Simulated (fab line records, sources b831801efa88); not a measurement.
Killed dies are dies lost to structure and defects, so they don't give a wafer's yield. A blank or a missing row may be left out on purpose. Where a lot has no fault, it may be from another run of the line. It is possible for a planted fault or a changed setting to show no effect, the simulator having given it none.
Which tool was responsible? -- flow sky130 -- 18 wafers sampled from 6 lots at 1 step of a route of 708

WHAT THE GAUGES READ, wafer by wafer
SKY_SONOS_ONO_THK_MEAS_05.
lot,measured,on,SONOS_ONO_CVD_04_THK (nm)
L171,day 12 09:08,film_metro-03,5.68 5.85 5.86
L174,day 13 05:38,film_metro-01,5.53 5.65 5.63
L179,day 15 02:42,film_metro-03,5.79 5.72 5.65
L182,day 16 01:47,film_metro-04,5.63 5.65 5.53
L188,day 17 20:46,film_metro-04,5.69 5.49 5.80
L190,day 19 02:01,film_metro-04,5.74 5.76 5.74

WHAT TOOL EACH LOT RAN ON (gives the tool, then ch and the chambers of the sampled wafers, and finally the start)
Record: no process step prior to these readings.

THE ANSWER, worked out from the rows above alone
Rule: the usual values come from the lots themselves. The widest of any qualifying gaps counts: lots, ordered by their means at a reading, are off when they make up no more than a third of the lots, leave a main group of 4 or more, and stand apart from it by 3 or more times the standard deviation of that group's means. A main group whose means are all the same, to the digits that the tables above print for the reading, isn't used. A lot without any number at a reading at which 4 lots or more have one is off too. All remaining lots with rows at the step are treated as sound.
Across all readings shown, no lot is off: no conclusion can be drawn from this.

WHAT THE SIMULATOR HAD PUT IN
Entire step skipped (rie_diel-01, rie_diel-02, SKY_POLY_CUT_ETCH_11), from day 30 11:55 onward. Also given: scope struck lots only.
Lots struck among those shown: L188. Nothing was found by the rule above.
